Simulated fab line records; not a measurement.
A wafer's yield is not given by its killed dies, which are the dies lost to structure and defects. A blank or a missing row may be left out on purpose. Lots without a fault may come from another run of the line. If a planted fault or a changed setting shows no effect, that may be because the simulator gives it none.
Chamber matching / flow gf180mcu / GF_HV_LDD_ETCHBACK_58 on rieDiel-02: 4 sister chambers
The step etches Si3N4 in CH3F/O2, stops on SiO2, time 100 s, target depth 90 nm. 4 wafers are shown with their chamber, then 7 later ones without.

WAFERS WITH THEIR CHAMBER
wafer=L132.2; chamber=3; drypumpMotorCurrentA (A)=5.99
wafer=L132.4; chamber=2; drypumpMotorCurrentA (A)=5.61
wafer=L133.1; chamber=0; drypumpMotorCurrentA (A)=6.08
wafer=L133.3; chamber=1; drypumpMotorCurrentA (A)=5.91

WAFERS MISSING THEIR CHAMBER
wafer=L133.4; drypumpMotorCurrentA (A)=5.61
wafer=L134.1; drypumpMotorCurrentA (A)=5.55
wafer=L134.3; drypumpMotorCurrentA (A)=5.97
wafer=L134.6; drypumpMotorCurrentA (A)=5.59
wafer=L135.3; drypumpMotorCurrentA (A)=5.90
wafer=L135.5; drypumpMotorCurrentA (A)=5.98
wafer=L135.6; drypumpMotorCurrentA (A)=5.61

EACH ONE'S CHAMBER
wafer=L133.4; from the rows above=2; in truth=2
wafer=L134.1; from the rows above=2; in truth=2
wafer=L134.3; from the rows above=can't be placed: 3 or 1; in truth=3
wafer=L134.6; from the rows above=2; in truth=2
wafer=L135.3; from the rows above=1; in truth=1
wafer=L135.5; from the rows above=3; in truth=3
wafer=L135.6; from the rows above=2; in truth=2
Correct placement for 6 of the 7. Cannot be placed on the basis of these rows: 1; the candidates contain the true chamber in 1. Placed wrongly: 0.
How it was worked out, from the rows above alone: a wafer's distance from a chamber is the root of the sum, over the readings, of the square of ((its reading less the chamber's mean) divided by the reading's scatter). The wafer belongs to the nearest chamber; if the next one is less than 2 further off, it can't be placed. A chamber's mean is the mean of its shown wafers. The scatter (one wafer shown for each chamber): square how far every hidden wafer sits from the nearest shown wafer, average those squares and take the square root.
